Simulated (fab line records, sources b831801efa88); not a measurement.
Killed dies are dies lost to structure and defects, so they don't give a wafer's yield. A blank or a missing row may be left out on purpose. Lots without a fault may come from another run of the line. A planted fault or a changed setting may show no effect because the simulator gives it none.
Chamber matching | flow sky130 | SKY_PASSIVATION_CVD_02 on pecvd-03: 3 sister chambers
The step deposits Si3N4, target thk 540 nm. 27 wafers are shown with their chamber, then 12 later ones without.

WAFERS WITH THEIR CHAMBER
wafer  | chamber | heater_power_w (W)
L075.1 | 2       | 647
L075.2 | 1       | 598
L075.3 | 0       | 532
L075.4 | 0       | 575
L075.5 | 2       | 671
L075.6 | 1       | 645
L079.2 | 2       | 655
L079.5 | 0       | 604
L079.6 | 2       | 694
L080.1 | 2       | 696
L080.3 | 1       | 661
L080.4 | 0       | 489
L081.3 | 0       | 495
L081.4 | 1       | 665
L081.6 | 0       | 529
L084.4 | 0       | 489
L084.5 | 2       | 690
L084.6 | 1       | 609
L085.3 | 2       | 678
L085.4 | 1       | 557
L085.6 | 0       | 595
L089.2 | 0       | 546
L089.4 | 1       | 665
L089.5 | 2       | 572
L088.2 | 0       | 569
L088.5 | 0       | 589
L088.6 | 2       | 577

SIGNATURES (means of the wafers above)
reading        | chamber 0 | chamber 1 | chamber 2 | scatter within a chamber
heater_power_w | 546.55    | 628.57    | 653.33    | 44.3
Rule: a wafer's distance from a chamber is the root of the sum, over the readings, of the square of ((its reading less the chamber's mean) divided by the reading's scatter). The wafer belongs to the nearest chamber; if the next one is less than 2 further off, it can't be placed. The scatter: the root of (the sum of the squares of (reading less its chamber's mean) over the shown wafers, divided by (wafers less chambers)).

WAFERS WITHOUT THEIR CHAMBER
wafer  | heater_power_w (W)
L091.1 | 534
L091.2 | 573
L091.5 | 655
L095.2 | 527
L095.4 | 566
L095.6 | 566
L097.1 | 573
L097.2 | 721
L097.3 | 593
L097.4 | 585
L097.5 | 608
L097.6 | 607

WHICH CHAMBER EACH WENT THROUGH
wafer  | from the rows above          | in truth
L091.1 | can't be placed: 0 or 1      | 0
L091.2 | can't be placed: 0 or 1 or 2 | 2
L091.5 | can't be placed: 2 or 1      | 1
L095.2 | can't be placed: 0 or 1      | 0
L095.4 | can't be placed: 0 or 1 or 2 | 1
L095.6 | can't be placed: 0 or 1 or 2 | 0
L097.1 | can't be placed: 0 or 1 or 2 | 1
L097.2 | can't be placed: 2 or 1      | 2
L097.3 | can't be placed: 1 or 0 or 2 | 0
L097.4 | can't be placed: 0 or 1 or 2 | 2
L097.5 | can't be placed: 1 or 2 or 0 | 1
L097.6 | can't be placed: 1 or 2 or 0 | 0
Placed correctly: 0 of 12. Can't be placed from these rows: 12 (the true chamber is among the candidates in 12). Placed wrongly: 0.
